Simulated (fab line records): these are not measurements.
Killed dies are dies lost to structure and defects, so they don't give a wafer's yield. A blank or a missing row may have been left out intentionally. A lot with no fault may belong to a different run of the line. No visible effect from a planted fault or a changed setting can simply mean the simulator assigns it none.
Which tool was responsible? / flow sky130 / 39 wafers from 13 lots sampled at 2 of the route's 708 steps

== WHAT EACH GAUGE READ, for each wafer ==
Not one reading of a measure or inspect step in the record can be checked against a usual standard deviation.

== EACH LOT AND THE TOOL THAT RAN IT (in order: tool; ch and the chambers of the sampled wafers; start) ==
lot=L706; SKY_RES_PROTECT_EXPOSE_04=iline stepper-01 ch 0, day 14 18:32; SKY_PAD_OPEN_PROBE_99=-
lot=L708; SKY_RES_PROTECT_EXPOSE_04=iline stepper-01 ch 0, day 15 02:44; SKY_PAD_OPEN_PROBE_99=-
lot=L712; SKY_RES_PROTECT_EXPOSE_04=iline stepper-01 ch 0, day 16 12:26; SKY_PAD_OPEN_PROBE_99=-
lot=L713; SKY_RES_PROTECT_EXPOSE_04=iline stepper-02 ch 0, day 16 20:34; SKY_PAD_OPEN_PROBE_99=-
lot=L714; SKY_RES_PROTECT_EXPOSE_04=iline stepper-02 ch 0, day 17 09:30; SKY_PAD_OPEN_PROBE_99=-
lot=L715; SKY_RES_PROTECT_EXPOSE_04=iline stepper-01 ch 0, day 18 00:35; SKY_PAD_OPEN_PROBE_99=-
lot=L718; SKY_RES_PROTECT_EXPOSE_04=iline stepper-02 ch 0, day 18 14:53; SKY_PAD_OPEN_PROBE_99=-
lot=L719; SKY_RES_PROTECT_EXPOSE_04=iline stepper-02 ch 0, day 18 22:23; SKY_PAD_OPEN_PROBE_99=-
lot=L720; SKY_RES_PROTECT_EXPOSE_04=iline stepper-01 ch 0, day 19 09:02; SKY_PAD_OPEN_PROBE_99=prober-01, day 49 03:34
lot=L723; SKY_RES_PROTECT_EXPOSE_04=iline stepper-01 ch 0, day 21 05:31; SKY_PAD_OPEN_PROBE_99=-
lot=L725; SKY_RES_PROTECT_EXPOSE_04=iline stepper-01 ch 0, day 21 07:29; SKY_PAD_OPEN_PROBE_99=-
lot=L727; SKY_RES_PROTECT_EXPOSE_04=iline stepper-01 ch 0, day 21 19:39; SKY_PAD_OPEN_PROBE_99=-
lot=L729; SKY_RES_PROTECT_EXPOSE_04=iline stepper-01 ch 0, day 22 15:02; SKY_PAD_OPEN_PROBE_99=-
- SKY_RES_PROTECT_EXPOSE_04: exposes mask RPM, target cd 1270 nm.
- SKY_PAD_OPEN_PROBE_99

== WHAT THE TOOLS THEMSELVES READ (means of the sampled wafers that have a number; where no wafer has one, the mark that the record gives instead) ==
SKY_PAD_OPEN_PROBE_99. Usual: killed_at_M0_to_M3 43, standard deviation 7.2; killed_at_M4_up 3.3, standard deviation 2; killed at contacts 25, standard deviation 5.8; killed at front end 15, standard deviation 4.5; killed at other 0.3, standard deviation 0.62; killed dies 86, standard deviation 9.4; killed open 47, standard deviation 7.1; killed short 39, standard deviation 6.
lot=L720; tool=prober-01; killed_at_M0_to_M3=44; killed_at_M4_up=5.0; killed at contacts=26; killed at front end=11; killed at other=0.0; killed dies=86; killed open=46; killed short=40; flag=

== THE ANSWER, worked out from the rows above alone ==
Rule: a lot is off if the mean of its wafers that have a number lies more than 3 standard deviations from the usual mean. Also off: a lot with no number at a reading for which 4 or more lots have one. The other lots that the step has rows for count as sound. After the gauges, taken in route order, come the tools' own readings; for these a lot's mean is taken, as printed above. At the first step where some lot is off, the reading lying furthest off is the one used; lots without a number count as furthest.
No lot is off on any of the readings shown, so nothing can be concluded from this.

== WHAT THE SIMULATOR PUT IN ==
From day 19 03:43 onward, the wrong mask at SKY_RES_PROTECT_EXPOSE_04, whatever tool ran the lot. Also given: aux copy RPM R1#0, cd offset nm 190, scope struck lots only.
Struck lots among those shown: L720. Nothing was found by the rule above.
